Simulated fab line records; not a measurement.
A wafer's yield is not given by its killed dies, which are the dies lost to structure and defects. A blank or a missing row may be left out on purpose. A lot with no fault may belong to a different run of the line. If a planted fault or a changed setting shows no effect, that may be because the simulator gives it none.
fab line records / flow sky130
[record] lots = 14 wafers = 42 lastDay = 50
route steps=708 shown LDD_N@249 METAL2@486 VIA2@527 CAPM@537
lots that met no fault: from a run of the same line without faults
startH: hours from the record's opening day to when the first of the lot's shown wafers began / waitH: hours from the lot's prior step to this one / " as in the row above / L1.1+2: one row covering several wafers at once / - no value, or no start given / * or withheld: withheld / < > ~ a bound
route shown NAME@n: NAME is a module with steps in the file, n the number in the route of the first one / usual: mean/standard deviation of fault-free wafers / same: alike in all rows / chamber/n: place in a boat / sites: the reading at each site / _std_site: standard deviation of those values / _edge_site: outer sites' mean less inner sites' / radiusMm: for every site, how far away it sits from the centre of the wafer / mask NAME#n: copy n / behind: the most recent tool/chamber to have shaped the wafer / hold: what put the lot on hold/how long, in hours/how the hold closed / device: the transistor (n, p or np) that didn't switch / end of line: tests run on the same wafers once the route is complete / where a step has no rows: the recipe by itself / killed: the dies lost at the first sort to structure and to defects; this is not the yield of the wafer / map: the dies of a wafer, with x for killed, . for not killed, _ for no die there
set.NAME: the setting the step ran with; set.NAME@STEP: the setting that earlier step ran with / model.NAME: the simulator's own value behind a step, which no gauge read
the route's steps for a sample of lots (tables are steps, rows are wafers)
services: a tool's chamber out of use, with start hour (startH, from the record's first day; less than 0 if before it), hours out, and reason
[[steps]]
[step SKY_LDD_N_IMPLANT_12]
[recipe] species = BF2 energyKev = 50 doseCm2 = 5e+12 tiltDeg = 30 rotationDeg = 0
[usual] beamEnergyKeV = 49.997/0.015
lot.wafer=L352.1 tool=implanter-02 chamber=0 startH=400.24 waitH=0.1 beamEnergyKeV=50.012
lot.wafer=L352.5 tool=implanter-02 chamber=0 startH=400.24 waitH=0.1 beamEnergyKeV=50.014
lot.wafer=L352.6 tool=implanter-02 chamber=0 startH=400.24 waitH=0.1 beamEnergyKeV=50.008
lot.wafer=L353.3 tool=implanter-03 chamber=0 startH=410.10 waitH=0.1 beamEnergyKeV=49.968
lot.wafer=L353.5 tool=implanter-03 chamber=0 startH=410.10 waitH=0.1 beamEnergyKeV=50.008
lot.wafer=L353.6 tool=implanter-03 chamber=0 startH=410.10 waitH=0.1 beamEnergyKeV=49.956
lot.wafer=L355.1 tool=implanter-01 chamber=0 startH=426.94 waitH=0.1 beamEnergyKeV=49.982
lot.wafer=L355.4 tool=implanter-01 chamber=0 startH=426.94 waitH=0.1 beamEnergyKeV=49.990
lot.wafer=L355.6 tool=implanter-01 chamber=0 startH=426.94 waitH=0.1 beamEnergyKeV=49.998
lot.wafer=L357.2 tool=implanter-02 chamber=0 startH=443.87 waitH=0.1 beamEnergyKeV=49.998
lot.wafer=L357.3 tool=implanter-02 chamber=0 startH=443.87 waitH=0.1 beamEnergyKeV=49.984
lot.wafer=L357.5 tool=implanter-02 chamber=0 startH=443.87 waitH=0.1 beamEnergyKeV=49.998
lot.wafer=L358.1 tool=implanter-03 chamber=0 startH=456.30 waitH=0.1 beamEnergyKeV=50.014
lot.wafer=L358.2 tool=implanter-03 chamber=0 startH=456.30 waitH=0.1 beamEnergyKeV=49.988
lot.wafer=L358.6 tool=implanter-03 chamber=0 startH=456.30 waitH=0.1 beamEnergyKeV=50.022
lot.wafer=L361.1 tool=implanter-01 chamber=0 startH=477.82 waitH=0.1 beamEnergyKeV=50.006
lot.wafer=L361.2 tool=implanter-01 chamber=0 startH=477.82 waitH=0.1 beamEnergyKeV=49.997
lot.wafer=L361.4 tool=implanter-01 chamber=0 startH=477.82 waitH=0.1 beamEnergyKeV=49.978
lot.wafer=L364.2 tool=implanter-01 chamber=0 startH=508.67 waitH=0.1 beamEnergyKeV=38.005
lot.wafer=L364.3 tool=implanter-01 chamber=0 startH=508.67 waitH=0.1 beamEnergyKeV=38.016
lot.wafer=L364.5 tool=implanter-01 chamber=0 startH=508.67 waitH=0.1 beamEnergyKeV=38.027
lot.wafer=L368.3 tool=implanter-01 chamber=0 startH=544.99 waitH=0.1 beamEnergyKeV=37.996
lot.wafer=L368.5 tool=implanter-01 chamber=0 startH=544.99 waitH=0.1 beamEnergyKeV=37.991
lot.wafer=L368.6 tool=implanter-01 chamber=0 startH=544.99 waitH=0.1 beamEnergyKeV=37.993
lot.wafer=L369.2 tool=implanter-03 chamber=0 startH=549.96 waitH=0.1 beamEnergyKeV=50.005
lot.wafer=L369.4 tool=implanter-03 chamber=0 startH=549.96 waitH=0.1 beamEnergyKeV=50.003
lot.wafer=L369.6 tool=implanter-03 chamber=0 startH=549.96 waitH=0.1 beamEnergyKeV=50.004
lot.wafer=L370.1 tool=implanter-03 chamber=0 startH=556.04 waitH=0.1 beamEnergyKeV=49.991
lot.wafer=L370.2 tool=implanter-03 chamber=0 startH=556.04 waitH=0.1 beamEnergyKeV=49.991
lot.wafer=L370.4 tool=implanter-03 chamber=0 startH=556.04 waitH=0.1 beamEnergyKeV=50.003
lot.wafer=L371.2 tool=implanter-03 chamber=0 startH=574.42 waitH=0.1 beamEnergyKeV=50.017
lot.wafer=L371.4 tool=implanter-03 chamber=0 startH=574.42 waitH=0.1 beamEnergyKeV=49.994
lot.wafer=L371.6 tool=implanter-03 chamber=0 startH=574.42 waitH=0.1 beamEnergyKeV=49.973
lot.wafer=L373.3 tool=implanter-03 chamber=0 startH=582.20 waitH=0.1 beamEnergyKeV=50.015
lot.wafer=L373.5 tool=implanter-03 chamber=0 startH=582.20 waitH=0.1 beamEnergyKeV=50.002
lot.wafer=L373.6 tool=implanter-03 chamber=0 startH=582.20 waitH=0.1 beamEnergyKeV=49.987
lot.wafer=L374.3 tool=implanter-02 chamber=0 startH=591.34 waitH=0.1 beamEnergyKeV=49.986
lot.wafer=L374.4 tool=implanter-02 chamber=0 startH=591.34 waitH=0.1 beamEnergyKeV=49.975
lot.wafer=L374.5 tool=implanter-02 chamber=0 startH=591.34 waitH=0.1 beamEnergyKeV=49.987
lot.wafer=L375.1 tool=implanter-02 chamber=0 startH=595.99 waitH=0.1 beamEnergyKeV=50.018
lot.wafer=L375.2 tool=implanter-02 chamber=0 startH=595.99 waitH=0.1 beamEnergyKeV=50.008
lot.wafer=L375.6 tool=implanter-02 chamber=0 startH=595.99 waitH=0.1 beamEnergyKeV=50.010
[step SKY_METAL2_SPUTTER_03]
[recipe] material = Ti targetThkNm = 5 powerW = 3000 timeS = 3.3 chamberPressurePa = 0.4
[usual] throttleValvePct = 30.3/1.2
lot.wafer=L352.1 tool=pvdSputter-01 chamber=- startH=788.08 waitH=0.0 throttleValvePct=28.8
lot.wafer=L352.5 tool=pvdSputter-01 chamber=- startH=788.08 waitH=0.0 throttleValvePct=32.0
lot.wafer=L352.6 tool=pvdSputter-01 chamber=- startH=788.08 waitH=0.0 throttleValvePct=28.7
lot.wafer=L353.3 tool=pvdSputter-01 chamber=- startH=797.74 waitH=0.0 throttleValvePct=31.9
lot.wafer=L353.5 tool=pvdSputter-01 chamber=- startH=797.74 waitH=0.0 throttleValvePct=29.1
lot.wafer=L353.6 tool=pvdSputter-01 chamber=- startH=797.74 waitH=0.0 throttleValvePct=31.9
lot.wafer=L355.1 tool=pvdSputter-02 chamber=- startH=815.09 waitH=0.0 throttleValvePct=31.3
lot.wafer=L355.4 tool=pvdSputter-02 chamber=- startH=815.09 waitH=0.0 throttleValvePct=30.1
lot.wafer=L355.6 tool=pvdSputter-02 chamber=- startH=815.09 waitH=0.0 throttleValvePct=29.3
lot.wafer=L357.2 tool=pvdSputter-01 chamber=- startH=825.75 waitH=0.0 throttleValvePct=31.0
lot.wafer=L357.3 tool=pvdSputter-01 chamber=- startH=825.75 waitH=0.0 throttleValvePct=28.7
lot.wafer=L357.5 tool=pvdSputter-01 chamber=- startH=825.75 waitH=0.0 throttleValvePct=30.9
lot.wafer=L358.1 tool=pvdSputter-04 chamber=- startH=838.82 waitH=0.0 throttleValvePct=30.4
lot.wafer=L358.2 tool=pvdSputter-04 chamber=- startH=838.82 waitH=0.0 throttleValvePct=29.0
lot.wafer=L358.6 tool=pvdSputter-04 chamber=- startH=838.82 waitH=0.0 throttleValvePct=28.7
lot.wafer=L361.1 tool=pvdSputter-04 chamber=- startH=859.98 waitH=0.0 throttleValvePct=28.4
lot.wafer=L361.2 tool=pvdSputter-04 chamber=- startH=859.98 waitH=0.0 throttleValvePct=31.7
lot.wafer=L361.4 tool=pvdSputter-04 chamber=- startH=859.98 waitH=0.0 throttleValvePct=30.6
lot.wafer=L364.2 tool=pvdSputter-04 chamber=- startH=879.56 waitH=0.0 throttleValvePct=28.4
lot.wafer=L364.3 tool=pvdSputter-04 chamber=- startH=879.56 waitH=0.0 throttleValvePct=28.9
lot.wafer=L364.5 tool=pvdSputter-04 chamber=- startH=879.56 waitH=0.0 throttleValvePct=30.6
lot.wafer=L368.3 tool=pvdSputter-01 chamber=- startH=913.94 waitH=0.0 throttleValvePct=30.3
lot.wafer=L368.5 tool=pvdSputter-01 chamber=- startH=913.94 waitH=0.0 throttleValvePct=30.4
lot.wafer=L368.6 tool=pvdSputter-01 chamber=- startH=913.94 waitH=0.0 throttleValvePct=31.3
lot.wafer=L369.2 tool=pvdSputter-02 chamber=- startH=916.83 waitH=0.0 throttleValvePct=31.2
lot.wafer=L369.4 tool=pvdSputter-02 chamber=- startH=916.83 waitH=0.0 throttleValvePct=30.2
lot.wafer=L369.6 tool=pvdSputter-02 chamber=- startH=916.83 waitH=0.0 throttleValvePct=29.5
lot.wafer=L370.1 tool=pvdSputter-02 chamber=- startH=927.15 waitH=0.0 throttleValvePct=29.9
lot.wafer=L370.2 tool=pvdSputter-02 chamber=- startH=927.15 waitH=0.0 throttleValvePct=29.6
lot.wafer=L370.4 tool=pvdSputter-02 chamber=- startH=927.15 waitH=0.0 throttleValvePct=31.4
lot.wafer=L371.2 tool=pvdSputter-01 chamber=- startH=938.43 waitH=0.0 throttleValvePct=30.3
lot.wafer=L371.4 tool=pvdSputter-01 chamber=- startH=938.43 waitH=0.0 throttleValvePct=32.3
lot.wafer=L371.6 tool=pvdSputter-01 chamber=- startH=938.43 waitH=0.0 throttleValvePct=28.8
lot.wafer=L373.3 tool=pvdSputter-02 chamber=- startH=946.13 waitH=0.0 throttleValvePct=31.3
lot.wafer=L373.5 tool=pvdSputter-02 chamber=- startH=946.13 waitH=0.0 throttleValvePct=31.2
lot.wafer=L373.6 tool=pvdSputter-02 chamber=- startH=946.13 waitH=0.0 throttleValvePct=29.5
lot.wafer=L374.3 tool=pvdSputter-01 chamber=- startH=952.73 waitH=0.0 throttleValvePct=30.4
lot.wafer=L374.4 tool=pvdSputter-01 chamber=- startH=952.73 waitH=0.0 throttleValvePct=31.2
lot.wafer=L374.5 tool=pvdSputter-01 chamber=- startH=952.73 waitH=0.0 throttleValvePct=31.8
lot.wafer=L375.1 tool=pvdSputter-04 chamber=- startH=953.90 waitH=0.0 throttleValvePct=31.9
lot.wafer=L375.2 tool=pvdSputter-04 chamber=- startH=953.90 waitH=0.0 throttleValvePct=28.8
lot.wafer=L375.6 tool=pvdSputter-04 chamber=- startH=953.90 waitH=0.0 throttleValvePct=31.7
[step SKY_VIA2_SPUTTER_20]
[recipe] material = TiN targetThkNm = 20 chamberPressurePa = 5 powerW = 4000 timeS = 80
[usual] throttleValvePct = 30.2/0.95
lot.wafer=L352.1 tool=pvdSputter-03 chamber=- startH=843.17 waitH=0.0 throttleValvePct=28.8
lot.wafer=L352.5 tool=pvdSputter-03 chamber=- startH=843.17 waitH=0.0 throttleValvePct=29.7
lot.wafer=L352.6 tool=pvdSputter-03 chamber=- startH=843.17 waitH=0.0 throttleValvePct=29.9
lot.wafer=L353.3 tool=pvdSputter-02 chamber=- startH=852.13 waitH=0.0 throttleValvePct=31.3
lot.wafer=L353.5 tool=pvdSputter-02 chamber=- startH=852.13 waitH=0.0 throttleValvePct=29.7
lot.wafer=L353.6 tool=pvdSputter-02 chamber=- startH=852.13 waitH=0.0 throttleValvePct=31.3
lot.wafer=L355.1 tool=pvdSputter-02 chamber=- startH=869.81 waitH=0.0 throttleValvePct=29.5
lot.wafer=L355.4 tool=pvdSputter-02 chamber=- startH=869.81 waitH=0.0 throttleValvePct=29.4
lot.wafer=L355.6 tool=pvdSputter-02 chamber=- startH=869.81 waitH=0.0 throttleValvePct=31.6
lot.wafer=L357.2 tool=pvdSputter-01 chamber=- startH=880.83 waitH=0.0 throttleValvePct=31.8
lot.wafer=L357.3 tool=pvdSputter-01 chamber=- startH=880.83 waitH=0.0 throttleValvePct=30.3
lot.wafer=L357.5 tool=pvdSputter-01 chamber=- startH=880.83 waitH=0.0 throttleValvePct=30.1
lot.wafer=L358.1 tool=pvdSputter-01 chamber=- startH=892.11 waitH=0.0 throttleValvePct=28.9
lot.wafer=L358.2 tool=pvdSputter-01 chamber=- startH=892.11 waitH=0.0 throttleValvePct=30.9
lot.wafer=L358.6 tool=pvdSputter-01 chamber=- startH=892.11 waitH=0.0 throttleValvePct=31.2
lot.wafer=L361.1 tool=pvdSputter-01 chamber=- startH=912.31 waitH=0.0 throttleValvePct=28.9
lot.wafer=L361.2 tool=pvdSputter-01 chamber=- startH=912.31 waitH=0.0 throttleValvePct=31.6
lot.wafer=L361.4 tool=pvdSputter-01 chamber=- startH=912.31 waitH=0.0 throttleValvePct=30.1
lot.wafer=L364.2 tool=pvdSputter-03 chamber=- startH=932.29 waitH=0.0 throttleValvePct=30.4
lot.wafer=L364.3 tool=pvdSputter-03 chamber=- startH=932.29 waitH=0.0 throttleValvePct=28.6
lot.wafer=L364.5 tool=pvdSputter-03 chamber=- startH=932.29 waitH=0.0 throttleValvePct=29.7
lot.wafer=L368.3 tool=pvdSputter-02 chamber=- startH=964.77 waitH=0.0 throttleValvePct=29.5
lot.wafer=L368.5 tool=pvdSputter-02 chamber=- startH=964.77 waitH=0.0 throttleValvePct=31.5
lot.wafer=L368.6 tool=pvdSputter-02 chamber=- startH=964.77 waitH=0.0 throttleValvePct=29.5
lot.wafer=L369.2 tool=pvdSputter-01 chamber=- startH=968.06 waitH=0.0 throttleValvePct=31.8
lot.wafer=L369.4 tool=pvdSputter-01 chamber=- startH=968.06 waitH=0.0 throttleValvePct=31.2
lot.wafer=L369.6 tool=pvdSputter-01 chamber=- startH=968.06 waitH=0.0 throttleValvePct=32.0
lot.wafer=L370.1 tool=pvdSputter-01 chamber=- startH=977.80 waitH=0.0 throttleValvePct=31.1
lot.wafer=L370.2 tool=pvdSputter-01 chamber=- startH=977.80 waitH=0.0 throttleValvePct=31.9
lot.wafer=L370.4 tool=pvdSputter-01 chamber=- startH=977.80 waitH=0.0 throttleValvePct=30.0
lot.wafer=L371.2 tool=pvdSputter-02 chamber=- startH=989.33 waitH=0.0 throttleValvePct=31.3
lot.wafer=L371.4 tool=pvdSputter-02 chamber=- startH=989.33 waitH=0.0 throttleValvePct=29.7
lot.wafer=L371.6 tool=pvdSputter-02 chamber=- startH=989.33 waitH=0.0 throttleValvePct=31.7
lot.wafer=L373.3 tool=pvdSputter-02 chamber=- startH=996.75 waitH=0.0 throttleValvePct=31.4
lot.wafer=L373.5 tool=pvdSputter-02 chamber=- startH=996.75 waitH=0.0 throttleValvePct=29.4
lot.wafer=L373.6 tool=pvdSputter-02 chamber=- startH=996.75 waitH=0.0 throttleValvePct=31.4
lot.wafer=L374.3 tool=pvdSputter-01 chamber=- startH=1002.47 waitH=0.0 throttleValvePct=31.7
lot.wafer=L374.4 tool=pvdSputter-01 chamber=- startH=1002.47 waitH=0.0 throttleValvePct=28.7
lot.wafer=L374.5 tool=pvdSputter-01 chamber=- startH=1002.47 waitH=0.0 throttleValvePct=30.2
lot.wafer=L375.1 tool=pvdSputter-02 chamber=- startH=1004.06 waitH=0.0 throttleValvePct=29.8
lot.wafer=L375.2 tool=pvdSputter-02 chamber=- startH=1004.06 waitH=0.0 throttleValvePct=31.4
lot.wafer=L375.6 tool=pvdSputter-02 chamber=- startH=1004.06 waitH=0.0 throttleValvePct=29.8
[step SKY_CAPM_CVD_00]
[recipe] material = SiO2 targetThkNm = 15.5 tempC = 400 timeS = withheld rfW = 450
[usual] heaterPowerOuterW = 397/66 heaterPowerW = 679/80
lot.wafer=L352.1 tool=pecvd-04 chamber=0 startH=843.99 waitH=0.0 heaterPowerOuterW=393 heaterPowerW=660
lot.wafer=L352.5 tool=pecvd-04 chamber=2 startH=843.99 waitH=0.0 heaterPowerOuterW=420 heaterPowerW=674
lot.wafer=L352.6 tool=pecvd-04 chamber=1 startH=843.99 waitH=0.0 heaterPowerOuterW=288 heaterPowerW=540
lot.wafer=L353.3 tool=pecvd-03 chamber=1 startH=852.95 waitH=0.0 heaterPowerOuterW=381 heaterPowerW=675
lot.wafer=L353.5 tool=pecvd-03 chamber=1 startH=852.95 waitH=0.0 heaterPowerOuterW=402 heaterPowerW=686
lot.wafer=L353.6 tool=pecvd-03 chamber=2 startH=852.95 waitH=0.0 heaterPowerOuterW=322 heaterPowerW=628
lot.wafer=L355.1 tool=pecvd-04 chamber=2 startH=870.63 waitH=0.0 heaterPowerOuterW=437 heaterPowerW=701
lot.wafer=L355.4 tool=pecvd-04 chamber=1 startH=870.63 waitH=0.0 heaterPowerOuterW=284 heaterPowerW=535
lot.wafer=L355.6 tool=pecvd-04 chamber=0 startH=870.63 waitH=0.0 heaterPowerOuterW=376 heaterPowerW=651
lot.wafer=L357.2 tool=pecvd-01 chamber=2 startH=881.66 waitH=0.0 heaterPowerOuterW=484 heaterPowerW=781
lot.wafer=L357.3 tool=pecvd-01 chamber=1 startH=881.66 waitH=0.0 heaterPowerOuterW=388 heaterPowerW=661
lot.wafer=L357.5 tool=pecvd-01 chamber=2 startH=881.66 waitH=0.0 heaterPowerOuterW=493 heaterPowerW=779
lot.wafer=L358.1 tool=pecvd-03 chamber=1 startH=892.94 waitH=0.0 heaterPowerOuterW=347 heaterPowerW=628
lot.wafer=L358.2 tool=pecvd-03 chamber=0 startH=892.94 waitH=0.0 heaterPowerOuterW=382 heaterPowerW=722
lot.wafer=L358.6 tool=pecvd-03 chamber=1 startH=892.94 waitH=0.0 heaterPowerOuterW=342 heaterPowerW=633
lot.wafer=L361.1 tool=pecvd-03 chamber=1 startH=913.13 waitH=0.0 heaterPowerOuterW=329 heaterPowerW=599
lot.wafer=L361.2 tool=pecvd-03 chamber=0 startH=913.13 waitH=0.0 heaterPowerOuterW=353 heaterPowerW=657
lot.wafer=L361.4 tool=pecvd-03 chamber=2 startH=913.13 waitH=0.0 heaterPowerOuterW=398 heaterPowerW=734
lot.wafer=L364.2 tool=pecvd-03 chamber=1 startH=933.12 waitH=0.0 heaterPowerOuterW=412 heaterPowerW=702
lot.wafer=L364.3 tool=pecvd-03 chamber=2 startH=933.12 waitH=0.0 heaterPowerOuterW=353 heaterPowerW=686
lot.wafer=L364.5 tool=pecvd-03 chamber=1 startH=933.12 waitH=0.0 heaterPowerOuterW=421 heaterPowerW=711
lot.wafer=L368.3 tool=pecvd-04 chamber=0 startH=965.59 waitH=0.0 heaterPowerOuterW=393 heaterPowerW=646
lot.wafer=L368.5 tool=pecvd-04 chamber=0 startH=965.59 waitH=0.0 heaterPowerOuterW=390 heaterPowerW=659
lot.wafer=L368.6 tool=pecvd-04 chamber=2 startH=965.59 waitH=0.0 heaterPowerOuterW=469 heaterPowerW=718
lot.wafer=L369.2 tool=pecvd-01 chamber=1 startH=968.89 waitH=0.0 heaterPowerOuterW=402 heaterPowerW=675
lot.wafer=L369.4 tool=pecvd-01 chamber=1 startH=968.89 waitH=0.0 heaterPowerOuterW=395 heaterPowerW=667
lot.wafer=L369.6 tool=pecvd-01 chamber=1 startH=968.89 waitH=0.0 heaterPowerOuterW=401 heaterPowerW=662
lot.wafer=L370.1 tool=pecvd-01 chamber=2 startH=978.63 waitH=0.0 heaterPowerOuterW=492 heaterPowerW=782
lot.wafer=L370.2 tool=pecvd-01 chamber=2 startH=978.63 waitH=0.0 heaterPowerOuterW=485 heaterPowerW=780
lot.wafer=L370.4 tool=pecvd-01 chamber=2 startH=978.63 waitH=0.0 heaterPowerOuterW=487 heaterPowerW=769
lot.wafer=L371.2 tool=pecvd-04 chamber=1 startH=990.24 waitH=0.0 heaterPowerOuterW=247 heaterPowerW=486
lot.wafer=L371.4 tool=pecvd-04 chamber=2 startH=990.24 waitH=0.0 heaterPowerOuterW=431 heaterPowerW=663
lot.wafer=L371.6 tool=pecvd-04 chamber=2 startH=990.24 waitH=0.0 heaterPowerOuterW=424 heaterPowerW=675
lot.wafer=L373.3 tool=pecvd-04 chamber=2 startH=997.57 waitH=0.0 heaterPowerOuterW=436 heaterPowerW=687
lot.wafer=L373.5 tool=pecvd-04 chamber=0 startH=997.57 waitH=0.0 heaterPowerOuterW=406 heaterPowerW=674
lot.wafer=L373.6 tool=pecvd-04 chamber=2 startH=997.57 waitH=0.0 heaterPowerOuterW=438 heaterPowerW=712
lot.wafer=L374.3 tool=pecvd-03 chamber=2 startH=1003.29 waitH=0.0 heaterPowerOuterW=398 heaterPowerW=749
lot.wafer=L374.4 tool=pecvd-03 chamber=0 startH=1003.29 waitH=0.0 heaterPowerOuterW=406 heaterPowerW=736
lot.wafer=L374.5 tool=pecvd-03 chamber=2 startH=1003.29 waitH=0.0 heaterPowerOuterW=407 heaterPowerW=743
lot.wafer=L375.1 tool=pecvd-04 chamber=0 startH=1004.88 waitH=0.0 heaterPowerOuterW=403 heaterPowerW=699
lot.wafer=L375.2 tool=pecvd-04 chamber=2 startH=1004.88 waitH=0.0 heaterPowerOuterW=407 heaterPowerW=650
lot.wafer=L375.6 tool=pecvd-04 chamber=0 startH=1004.88 waitH=0.0 heaterPowerOuterW=411 heaterPowerW=692
[[services]]
tool=pvdSputter-02 chamber=- startH=403.26 hours=2.0 kind=repair
tool=implanter-03 chamber=- startH=437.06 hours=1.8 kind=pm
tool=implanter-03 chamber=- startH=449.85 hours=2.4 kind=repair
tool=pvdSputter-01 chamber=- startH=541.78 hours=1.5 kind=repair
tool=implanter-03 chamber=- startH=589.34 hours=141.5 kind=pm
tool=pvdSputter-01 chamber=- startH=601.77 hours=7.1 kind=repair
tool=pecvd-04 chamber=- startH=618.72 hours=2.8 kind=pm
tool=pecvd-04 chamber=0 startH=633.54 hours=10.3 kind=repair
tool=pecvd-04 chamber=2 startH=698.55 hours=9.2 kind=repair
tool=implanter-03 chamber=- startH=742.58 hours=4.0 kind=repair
tool=implanter-03 chamber=- startH=755.26 hours=2.0 kind=repair
tool=pvdSputter-01 chamber=- startH=756.17 hours=3.5 kind=repair
tool=pvdSputter-02 chamber=- startH=817.22 hours=33.4 kind=repair
tool=pecvd-04 chamber=- startH=817.86 hours=1.5 kind=repair
tool=implanter-03 chamber=- startH=842.83 hours=3.7 kind=repair
tool=implanter-03 chamber=- startH=846.57 hours=6.2 kind=pm
tool=pvdSputter-01 chamber=- startH=901.16 hours=0.5 kind=repair
tool=implanter-03 chamber=- startH=910.12 hours=5.8 kind=repair
tool=pecvd-04 chamber=0 startH=918.73 hours=2.5 kind=repair
tool=pecvd-04 chamber=0 startH=921.71 hours=5.2 kind=repair
tool=pvdSputter-02 chamber=- startH=937.91 hours=2.7 kind=repair
tool=pvdSputter-02 chamber=- startH=957.43 hours=6.0 kind=repair
tool=implanter-03 chamber=- startH=968.61 hours=4.1 kind=repair
tool=pvdSputter-01 chamber=- startH=993.81 hours=0.7 kind=repair
[[key]]
[firstSign] step = SKY_LDD_N_IMPLANT_12 reading = beamEnergyKeV direction = down sigmas = 99+ usual = * struck = *
effect none on later readings
metAt SKY_LDD_N_IMPLANT_12
struckLots L364,L368
testerLeftOut L364,L368
notActingAt SKY_METAL2_SPUTTER_03,SKY_VIA2_SPUTTER_20,SKY_CAPM_CVD_00
onsetBetween 477.82 508.67
[fault] kind = processParameterDrift tool = implanter-01 chamber = - onsetH = 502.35 steps = SKY_LDD_N_IMPLANT_12 channel = energyKev offset = * shape = step endH = 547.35 actsIn = * stated = *
// testerLeftOut: of these lots the tester's yield and bins aren't shown, on N5 and GAA mostly nor the transistor test; their killed dies are dies lost to structure and defects alone, not to doping, threshold or leakage, so they don't give the yield
